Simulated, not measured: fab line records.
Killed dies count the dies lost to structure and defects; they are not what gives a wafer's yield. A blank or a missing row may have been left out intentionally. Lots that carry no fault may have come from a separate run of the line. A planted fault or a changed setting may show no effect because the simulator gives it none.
Struck lot and sound lot, side by side + flow sky130 + 17 steps out of a route of 708
Sound: the wafers L669.2, L669.3, L669.4. Struck: wafer L675.1. (L675.2, L675.6 of the same lot were not struck and are left out.) The cause comes at the end.
For every step that has rows: the tool of each side, followed by ch and its chambers, followed by its first start. Under that, the readings that differ: sound wafers + struck wafers + difference of the means + sigmas: that difference in standard deviations of wafers without a fault.
alike: readings whose means differ by less than 2 such deviations, and words and numbers that are the same on both sides. not compared: withheld readings, readings that some wafer has no value for, bounds like >300 that may hide the same value, and numbers for which the record gives no deviation and whose values overlap.
A row with sigmas, a row that says differs or no value, or rows on one side alone: a step with any of these is where the two part. Numbers that don't overlap but have no deviation are shown without sigmas and don't part them. A reading that every wafer of one side lacks parts them only if that side has two wafers or more.

first, 2 steps without rows for these wafers: SKY_NWELL_IMPLANT_12; SKY_NWELL_IMPLANT_13.
SKY_NWELL_STRIP_14: strips in O2/N2.
  sound on plasma asher-04 ch 0,1, day 5 14:55; struck on plasma asher-02 ch 1, day 7 04:10
  alike: drypump motor current A, oes product au, strip time to endpoint s
  not compared: rf hours counter h
SKY_NWELL_TW_MEAS_15:
  sound on film metro-03, day 5 15:01; struck on film metro-02, day 7 04:16
  alike: NWELL_TW
then, 7 steps without rows for these wafers: SKY_NWELL_DEHYDRATE_16 (time 60 s); SKY_NWELL_HMDS_17 (prime time 60 s); SKY_NWELL_COAT_18 (resist thk 3000 nm); SKY_NWELL_SOFTBAKE_19; SKY_NWELL_EXPOSE_20 (exposes mask NWM COMPLEMENT, target cd 840 nm); SKY_NWELL_PEB_21; SKY_NWELL_DEVELOP_22 (develop time 60 s).
SKY_NWELL_OVL_MEAS_23:
  sound on overlay-02, day 6 10:41; struck on overlay-02, day 8 00:31
  alike: NWELL_01_OVL
SKY_NWELL_IMPLANT_24:
  sound on implanter-03 ch 0, day 6 10:44; struck on implanter-03 ch 0, day 8 00:32
| reading            | sound            | struck | difference | sigmas |
|--------------------|------------------|--------|------------|--------|
| beam on s (s)      | 10.22 10.42 9.96 | 8.40   | -1.80      | -8     |
| faraday current uA | 50.7 49.7 52.3   | 61.8   | +10.9      | +10    |
SKY_NWELL_STRIP_25: strips in O2/N2.
  sound on plasma asher-03 ch 0,1, day 6 10:52; struck on plasma asher-03 ch 0, day 8 00:41
  alike: drypump motor current A, oes product au, strip time to endpoint s
  not compared: rf hours counter h
SKY_NWELL_TW_MEAS_26:
  sound on film metro-03, day 6 10:58; struck on film metro-03, day 8 00:47
| reading    | sound       | struck | difference | sigmas |
|------------|-------------|--------|------------|--------|
| NWELL_2_TW | 492 492 490 | 464    | -27        | -8     |
then, 1 step without rows for these wafers: SKY_NWELL_CLEAN_27 (cleans in SC1/SC2, time 150 s).
-- the record jumps here: 41 days lie between the struck wafers' starts before and after (it left off in module NWELL and takes up again in module PAD_OPEN, whose first step shown is number 708 of the route) --
SKY_PAD_OPEN_PROBE_99:
  sound on prober-02, day 47 04:36; struck on prober-02, day 48 17:08
| reading                                    | sound                        | struck    | difference | sigmas |
|--------------------------------------------|------------------------------|-----------|------------|--------|
| model.etest.pfet_16v.r on ohm um           | 1.499e+04 1.56e+04 1.491e+04 | 1.636e+04 | +1.193e+03 |        |
| model.etest.res iso pwell.rs ohm sq        | 2859 3202 2844               | 3514      | +546       |        |
| model.etest.res pwell under gate.rs ohm sq | 2275 2265 2260               | 2586      | +319       |        |
| model.etest.res iso pwell.line ohm um      | 1089 1182 1064               | 1338      | +226       |        |
| model.etest.pfet_16v.drive ua um           | 247.1 241 248.4              | 225.1     | -20.4      |        |
| model.etest.field n.vt v (V)               | 35.76 36.95 35.73            | 32.51     | -3.64      |        |
| model.etest.nfet_05v0_nvt.vt sat v (V)     | 0.2942 0.3003 0.2909         | 0.2793    | -0.0158    |        |
| model.etest.nfet_05v0_nvt.body rise v (V)  | 0.3954 0.3929 0.3916         | 0.3985    | +0.0052    |        |
  alike: killed_at_M0_to_M3, killed_at_M4_up, killed at contacts, killed at front end, killed at other, killed dies, killed open, killed short

## WHERE THEY PART
First at SKY_NWELL_IMPLANT_24; last, within this record, at SKY_NWELL_TW_MEAS_26. Later steps at which nothing parts them and some readings are alike: SKY_PAD_OPEN_PROBE_99.

WHY: the cause the simulator had injected
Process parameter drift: implanter-03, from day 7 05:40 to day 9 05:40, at SKY_NWELL_IMPLANT_24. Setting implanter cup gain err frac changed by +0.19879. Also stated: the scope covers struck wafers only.
